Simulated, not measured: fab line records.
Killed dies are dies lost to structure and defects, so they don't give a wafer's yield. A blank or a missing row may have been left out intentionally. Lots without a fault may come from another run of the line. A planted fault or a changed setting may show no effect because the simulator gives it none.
fab line records	flow sky130
[record] lots = 5	wafers = 23
route steps=708 shown METAL4@634 VIA4@641 METAL5@662 PASSIVATION@691 PAD_OPEN@696
start_h: start of the lot's first displayed wafer, in hours after the record's first day	wait_h: hours since the lot's step before	" identical to the entry in the row above	L1.1+2: a single row standing in for several wafers	- value missing, or start not given	* or withheld: withheld	< > ~ a bound
route shown NAME@n: a module of which the file shows steps, and the number in the route of the first	usual: mean and standard deviation over wafers with no fault	same: alike in all rows	chamber/n: place in a boat	sites: per-site readings	_std_site: standard deviation across them	_edge_site: mean of outer sites minus mean of inner sites	radius_mm: for every site, how far away it sits from the centre of the wafer	mask NAME#n: copy n	behind: the tool/chamber that last shaped the wafer	hold: the reason the lot was held/the length of the hold in hours/how it ended	device: the transistor (n, p or np) that didn't switch	end of line: the same wafers' tests at the end of the route	where a step has no rows: the recipe by itself	killed: the dies lost at the first sort to structure and to defects; this is not the yield of the wafer	map: a wafer's dies, marking killed ones x, the rest . and places with no die _
set.NAME: setting as actually run; set.NAME@STEP: the setting as run at that earlier step	model.NAME: the simulator's own value behind a step, which no gauge read
lots run with intentionally changed settings; tables by step, rows by wafer
[[steps]]
[step SKY_METAL4_METAL_ETCH_18]
[recipe] target_depth_a = 8450	stop_on = SiO2	over_etch_frac = 0.3	time_s = 183.1	chemistry = Cl2/BCl3	resist_sidewall_deg = 88	pressure_mtorr = 10	icp_w = 900	bias_w = 48.5	Cl2_flow_sccm = 60	bcl3_flow_sccm = 30
[usual] oes_product_au = 0.863/0.0059
lot.wafer	tool	chamber	start_h	wait_h	set.over_etch_frac	set.time_s@METAL4_SPUTTER_02	oes_product_au	model.KrF-thick_of_METAL4_COAT_08.thk_nm
L074.1	rie_metal-01	0	982.46	0.0	0.3388	39.1	0.858	500.8
L074.2	"	1	"	"	0.3388	39.1	0.848	491.8
L074.3	"	1	"	"	0.3	39.1	0.865	512.4
L074.4	"	0	"	"	0.3	39.1	0.859	516.4
L074.5	"	0	"	"	0.3388	39.1	0.850	504.6
L076.1	rie_metal-04	1	995.41	0.0	0.3	35.52	0.816	-
L076.2	"	0	"	"	0.3	39.1	0.863	522.3
L076.3	"	1	"	"	0.3	35.52	0.820	-
L076.5	"	0	"	"	0.3	39.1	0.870	532.1
L076.6	"	1	"	"	0.3	35.52	0.823	-
L079.1	rie_metal-04	1	1019.89	0.0	0.3	39.1	0.858	530.7
L079.3	"	0	"	"	0.3	39.1	0.874	529.8
L079.5	"	1	"	"	0.3	39.1	0.860	532.3
L082.1	rie_metal-01	1	1051.19	0.0	0.3	39.1	0.855	517.9
L082.2	"	0	"	"	0.3	36.73	0.836	-
L082.4	"	0	"	"	0.3	36.73	0.842	-
L082.5	"	1	"	"	0.3	39.1	0.861	514.3
L082.6	"	0	"	"	0.3	36.73	0.838	-
L084.1	rie_metal-04	1	1054.99	0.0	0.3723	33.49	0.783	-
L084.2	"	0	"	"	0.3	33.49	0.803	-
L084.4	"	0	"	"	0.3	39.1	0.854	529.4
L084.5	"	0	"	"	0.3723	39.1	0.848	505.2
L084.6	"	1	"	"	0.3723	33.49	0.779	-
[step SKY_METAL4_STRIP_19]
[recipe] chemistry = O2/N2	power_w = 1400	pressure_mtorr = 1500	platen_temp_c = withheld	o2_flow_sccm = 3000	n2_flow_sccm = 300	overash_fraction = 0.5
[usual] strip_time_to_endpoint_s = 6.52/0.078
lot.wafer	tool	chamber	start_h	wait_h	set.over_etch_frac@METAL4_METAL_ETCH_18	strip_time_to_endpoint_s
L074.1	plasma_asher-04	1	982.63	0.1	0.3388	6.27
L074.2	"	0	"	"	0.3388	6.20
L074.3	"	0	"	"	0.3	6.38
L074.4	"	1	"	"	0.3	6.41
L074.5	"	1	"	"	0.3388	6.33
L076.1	plasma_asher-04	0	995.59	0.1	0.3	6.55
L076.2	"	1	"	"	0.3	6.49
L076.3	"	0	"	"	0.3	6.46
L076.5	"	0	"	"	0.3	6.61
L076.6	"	1	"	"	0.3	6.53
L079.1	plasma_asher-04	0	1020.07	0.1	0.3	6.58
L079.3	"	1	"	"	0.3	6.57
L079.5	"	0	"	"	0.3	6.57
L082.1	plasma_asher-02	0	1051.37	0.1	0.3	6.44
L082.2	"	1	"	"	0.3	6.57
L082.4	"	0	"	"	0.3	6.55
L082.5	"	0	"	"	0.3	6.43
L082.6	"	1	"	"	0.3	6.57
L084.1	plasma_asher-02	0	1055.17	0.1	0.3723	6.24
L084.2	"	1	"	"	0.3	6.59
L084.4	"	1	"	"	0.3	6.55
L084.5	"	1	"	"	0.3723	6.32
L084.6	"	0	"	"	0.3723	6.25
[step SKY_VIA4_CMP_02]
[recipe] material = SiO2	down_force_psi = 4	platen_rpm = 60	pad_velocity_m_s = 0.94248
lot.wafer	tool	chamber	start_h	wait_h	set.leave_above_ref_nm	model.SiO2_of_VIA4_HDPCVD_00.thk_nm
L074.3+5	cmp-02	3,0	983.53	0.0	549.7	548.4
L074.2	"	0	"	"	580	579
L074.4	"	1	"	"	549.7	550
L074.1	"	2	"	"	580	578.8
L076.2	cmp-02	3	996.76	0.0	580	579.9
L076.3	"	0	"	"	580	579.8
L076.1+5+6	"	1,3,0	"	"	580	-
L079.1	cmp-02	1	1020.95	0.1	580	580.5
L079.3	"	3	"	"	580	579.2
L079.5	"	0	"	"	580	579.8
L082.4+1	cmp-01	1,0	1052.31	0.0	607.5	-
L082.2	"	2	"	"	580	581.5
L082.6	"	1	"	"	580	579.7
L082.5	"	2	"	"	607.5	608.1
L084.1	cmp-02	2	1056.01	0.1	599.4	-
L084.4	"	3	"	"	580	578.7
L084.2	"	1	"	"	599.4	599.9
L084.5	"	2	"	"	580	-
L084.6	"	3	"	"	599.4	598.9
[step SKY_VIA4_COAT_06]
[recipe] resist = NOVOLAK	spin_rpm = 3000	resist_thk_nm = 1140
lot.wafer	tool	chamber	start_h	wait_h	set.spin_rpm	model.NOVOLAK_of_VIA4_COAT_06.thk_nm
L074.1+5	litho_track-01	0	996.17	0.1	3142	1112
L074.2	"	0	"	"	3000	1135
L074.3	"	0	"	"	3000	1143
L074.4	"	0	"	"	3000	1137
L076.1+6	litho_track-03	0	1008.12	0.1	3000	1138
L076.2+5	"	0	"	"	2782	1181
L076.3	"	0	"	"	2782	1182
L079.1	litho_track-01	0	1032.42	0.1	3000	1142
L079.3	"	0	"	"	3000	1139
L079.5	"	0	"	"	3000	1140
L082.1+2	litho_track-03	0	1062.52	0.1	3142	1113
L082.4+6	"	0	"	"	3000	1139
L082.5	"	0	"	"	3142	1112
L084.1	litho_track-02	0	1066.35	0.1	3079	1122
L084.2	"	0	"	"	3000	1138
L084.4	"	0	"	"	3079	1123
L084.5	"	0	"	"	3000	1139
L084.6	"	0	"	"	3079	1127
[step SKY_VIA4_SOFTBAKE_07]
[recipe] temp_c = 90	time_s = 60	resist = NOVOLAK
[step SKY_VIA4_EXPOSE_08]
[recipe] mask_id = VIM4	na = 0.6	source_shape = conventional	sigma_outer = 0.6	polarization = unpolarized	target_cd_nm = 800	dose_mj = 132
[step SKY_VIA4_DEVELOP_10]
[recipe] resist = NOVOLAK	developer = TMAH	develop_time_s = 60	dev_temp_c = 23
[step SKY_VIA4_ETCH_12]
[recipe] target = SiO2	chemistry = C4F8/O2/Ar	stop_on = TiN	mask_material = NOVOLAK	source_w = 1500	bias_w = 1200	pressure_mtorr = 40	c4f8_flow_sccm = withheld	O2_flow_sccm = 6	Ar_flow_sccm = 300	time_s = withheld	target_depth_a = 5800
[usual] oes_product_au = 0.926/0.0048
lot.wafer	tool	chamber	start_h	wait_h	set.leave_above_ref_nm@VIA4_CMP_02	set.spin_rpm@VIA4_COAT_06	oes_product_au	model.VIA4.feature_depth_nm	model.NOVOLAK_of_VIA4_COAT_06.thk_nm
L074.1	rie_diel-02	3	1007.86	0.0	580	3142	0.919	578.8	977.8
L074.2	"	2	"	"	580	3000	0.932	579	1001
L074.3	"	0	"	"	549.7	3000	0.892	548.4	1009
L074.4	"	1	"	"	549.7	3000	0.890	550	1004
L074.5	"	3	"	"	549.7	3142	0.892	548.4	978.1
L076.1	rie_diel-02	2	1020.36	0.0	580	3000	0.931	581.5	1003
L076.2	"	1	"	"	580	2782	0.939	579.9	1048
L076.3	"	3	"	"	580	2782	0.926	579.8	1047
L076.5	"	3	"	"	580	2782	0.926	578.9	1049
L076.6	"	2	"	"	580	3000	0.925	581.5	1003
L079.1	rie_diel-04	1	1044.59	0.0	580	3000	0.929	580.5	1007
L079.3	"	0	"	"	580	3000	0.929	579.2	1006
L079.5	"	0	"	"	580	3000	0.917	579.8	1007
L082.1	rie_diel-01	0	1074.71	0.0	607.5	3142	0.953	609.1	981.1
L082.2	"	3	"	"	580	3142	0.925	581.5	981.2
L082.4	"	0	"	"	607.5	3000	0.958	607.4	1005
L082.5	"	3	"	"	607.5	3142	0.950	608.1	980.2
L082.6	"	2	"	"	580	3000	0.928	579.7	1006
L084.1	rie_diel-02	2	1077.71	0.0	599.4	3079	0.945	600.2	990
L084.2	"	0	"	"	599.4	3000	0.947	599.9	1007
L084.4	"	3	"	"	580	3079	0.921	578.7	991.8
L084.5	"	3	"	"	580	3000	0.933	580.6	1006
L084.6	"	0	"	"	599.4	3079	0.939	598.9	995.6
[step SKY_VIA4_STRIP_13]
[recipe] chemistry = O2/N2	power_w = 1400	pressure_mtorr = 1500	platen_temp_c = withheld	o2_flow_sccm = 3000	n2_flow_sccm = 300	overash_fraction = 0.5
[usual] strip_time_to_endpoint_s = 12.803/0.022
lot.wafer	tool	chamber	start_h	wait_h	set.spin_rpm@VIA4_COAT_06	strip_time_to_endpoint_s
L074.1	plasma_asher-01	0	1007.93	-	3142	12.486
L074.2	"	1	"	"	3000	12.765
L074.3	"	1	"	"	3000	12.766
L074.4	"	0	"	"	3000	12.785
L074.5	"	0	"	"	3142	12.484
L076.1	plasma_asher-01	1	1020.43	-	3000	12.773
L076.2	"	0	"	"	2782	13.245
L076.3	"	0	"	"	2782	13.224
L076.5	"	1	"	"	2782	13.251
L076.6	"	0	"	"	3000	12.781
L079.1	plasma_asher-01	1	1044.66	-	3000	12.820
L079.3	"	1	"	"	3000	12.819
L079.5	"	0	"	"	3000	12.834
L082.1	plasma_asher-02	1	1074.78	-	3142	12.527
L082.2	"	0	"	"	3142	12.520
L082.4	"	0	"	"	3000	12.790
L082.5	"	0	"	"	3142	12.508
L082.6	"	1	"	"	3000	12.814
L084.1	plasma_asher-01	0	1077.78	-	3079	12.629
L084.2	"	1	"	"	3000	12.835
L084.4	"	1	"	"	3079	12.640
L084.5	"	1	"	"	3000	12.813
L084.6	"	0	"	"	3079	12.685
[step SKY_METAL5_SPUTTER_01]
[recipe] material = TiN	target_thk_nm = 20	power_w = 6500	time_s = 16.7	chamber_pressure_pa = 0.4
lot.wafer	tool	chamber	start_h	wait_h	set.time_s	model.TiN_of_METAL5_SPUTTER_01.thk_nm
L074.1	pvd_sputter-04	-	1009.54	0.0	16.7	20.46
L074.2	"	-	"	"	16.7	20.77
L074.3	"	-	"	"	16.7	20.32
L074.4	"	-	"	"	16.7	20.35
L074.5	"	-	"	"	16.7	20.54
L076.1	pvd_sputter-01	-	1021.74	0.0	14.2	16.9
L076.2	"	-	"	"	16.7	20.16
L076.3	"	-	"	"	16.7	19.83
L076.5	"	-	"	"	14.2	16.89
L076.6	"	-	"	"	14.2	17.06
L079.1	pvd_sputter-04	-	1045.97	0.0	16.7	20.1
L079.3	"	-	"	"	16.7	20.49
L079.5	"	-	"	"	16.7	20.18
L082.1	pvd_sputter-04	-	1076.49	0.0	15.36	18.72
L082.2	"	-	"	"	16.7	20.6
L082.4	"	-	"	"	15.36	18.95
L082.5	"	-	"	"	16.7	20.65
L082.6	"	-	"	"	16.7	20.45
L084.1	pvd_sputter-02	-	1079.47	0.0	18.54	22.64
L084.2	"	-	"	"	16.7	20.01
L084.4	"	-	"	"	16.7	20.29
L084.5	"	-	"	"	18.54	22.46
L084.6	"	-	"	"	16.7	20.1
[step SKY_PASSIVATION_DEVELOP_10]
[recipe] develop_time_s = 60	dev_temp_c = 23
lot.wafer	tool	chamber	start_h	wait_h	set.develop_time_s
L074.1+2+4	litho_track-04	0	-	-	67.59
L074.3+5	"	0	"	"	60
L076.1+5	litho_track-04	0	-	-	60
L076.2+3+6	"	0	"	"	54.69
L079.1+3+5	litho_track-04	0	-	-	60
L082.1+4+5	litho_track-01	0	-	-	52.32
L082.2+6	"	0	"	"	60
L084.1+2+6	litho_track-02	0	-	-	60
L084.4+5	"	0	"	"	56.44
[step SKY_PASSIVATION_ETCH_11]
[recipe] chemistry = CF4/O2	target_depth_nm = 725	stop_on = AlCu	source_w = 800	bias_w = 150	pressure_mtorr = 150	cf4_flow_sccm = 80	O2_flow_sccm = 10	time_s = 161.1
lot.wafer	tool	chamber	start_h	wait_h	set.develop_time_s@PASSIVATION_DEVELOP_10	model.PASSIVATION.cd_nm
L074.1	rie_diel-03	2	1057.24	-	67.59	3001
L074.2	"	3	"	"	67.59	3017
L074.3	"	0	"	"	60	2997
L074.4	"	1	"	"	67.59	3006
L074.5	"	3	"	"	60	2998
L076.1	rie_diel-04	1	1067.59	-	60	2983
L076.2	"	2	"	"	54.69	2973
L076.3	"	0	"	"	54.69	2981
L076.5	"	3	"	"	60	2995
L076.6	"	2	"	"	54.69	2976
L079.1+3	rie_diel-02	1,2	1088.84	-	60	3001
L079.5	"	3	"	"	60	3003
L082.1	rie_diel-02	3	1117.97	-	52.32	2969
L082.2	"	0	"	"	60	2996
L082.4	"	1	"	"	52.32	2973
L082.5	"	1	"	"	52.32	2972
L082.6	"	0	"	"	60	2994
L084.1+6	rie_diel-02	3,2	1120.45	-	60	2991
L084.2	"	0	"	"	60	2995
L084.4	"	1	"	"	56.44	2984
L084.5	"	1	"	"	56.44	2978
[step SKY_PAD_OPEN_COAT_02]
[recipe] spin_rpm = 2000	resist_thk_nm = 3000
lot.wafer	tool	chamber	start_h	wait_h	set.spin_rpm	model.coat_of_PAD_OPEN_COAT_02.thk_nm
L074.1	litho_track-02	0	1067.75	0.1	1917	3075
L074.2	"	0	"	"	2000	3006
L074.3	"	0	"	"	1917	3069
L074.4	"	0	"	"	2000	3003
L074.5	"	0	"	"	2000	3007
L076.1	litho_track-02	0	1078.50	0.1	2000	3002
L076.2+5	"	0	"	"	1947	3038
L076.3	"	0	"	"	1947	3034
L076.6	"	0	"	"	2000	2990
L079.1	litho_track-04	0	1099.34	0.1	2000	3010
L079.3	"	0	"	"	2000	3006
L079.5	"	0	"	"	2000	3009
L082.1+4	litho_track-02	0	1127.30	0.1	2000	3008
L082.2	"	0	"	"	2000	3014
L082.5	"	0	"	"	2149	2913
L082.6	"	0	"	"	2149	2906
L084.1+2	litho_track-02	0	1130.00	0.1	2000	3004
L084.4	"	0	"	"	2000	3001
L084.5+6	"	0	"	"	2000	3006
[[key]]
[split] step = SKY_METAL4_METAL_ETCH_18	setting = over_etch_frac	stated = 0.3	by = wafer
[response] step = SKY_METAL4_METAL_ETCH_18	reading = model.KrF-thick_of_METAL4_COAT_08.thk_nm	change = -1.08	per = 1%	r = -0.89
[response] step = SKY_METAL4_STRIP_19	reading = strip_time_to_endpoint_s	change = *	per = 1%	r = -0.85
[split] step = SKY_VIA4_CMP_02	setting = leave_above_ref_nm	stated = 580	by = wafer
[response] step = SKY_VIA4_CMP_02	reading = model.SiO2_of_VIA4_HDPCVD_00.thk_nm	change = +5.81	per = 1%	r = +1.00
[response] step = SKY_VIA4_ETCH_12	reading = oes_product_au	change = +0.00602	per = 1%	r = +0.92
[response] step = SKY_VIA4_ETCH_12	reading = model.VIA4.feature_depth_nm	change = +5.81	per = 1%	r = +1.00
[split] step = SKY_VIA4_COAT_06	setting = spin_rpm	stated = 3000	by = wafer
[response] step = SKY_VIA4_COAT_06	reading = model.NOVOLAK_of_VIA4_COAT_06.thk_nm	change = -5.72	per = 1%	r = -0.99
[response] step = SKY_VIA4_ETCH_12	reading = model.NOVOLAK_of_VIA4_COAT_06.thk_nm	change = -5.76	per = 1%	r = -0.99
[response] step = SKY_VIA4_STRIP_13	reading = strip_time_to_endpoint_s	change = *	per = 1%	r = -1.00
[split] step = SKY_METAL5_SPUTTER_01	setting = time_s	stated = 16.7	by = wafer
[response] step = SKY_METAL5_SPUTTER_01	reading = model.TiN_of_METAL5_SPUTTER_01.thk_nm	change = +0.21	per = 1%	r = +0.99
[split] step = SKY_PASSIVATION_DEVELOP_10	setting = develop_time_s	stated = 60	by = wafer
[response] step = SKY_PASSIVATION_ETCH_11	reading = model.PASSIVATION.cd_nm	change = +1.4	per = 1%	r = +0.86
[split] step = SKY_PAD_OPEN_COAT_02	setting = spin_rpm	stated = 2000	by = wafer
[response] step = SKY_PAD_OPEN_COAT_02	reading = model.coat_of_PAD_OPEN_COAT_02.thk_nm	change = -14.2	per = 1%	r = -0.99
split outside_this_file step=SKY_METAL4_SPUTTER_02 setting=time_s
// split outside_this_file: this setting was split too, and the file shows its column; the key of that split is in another file
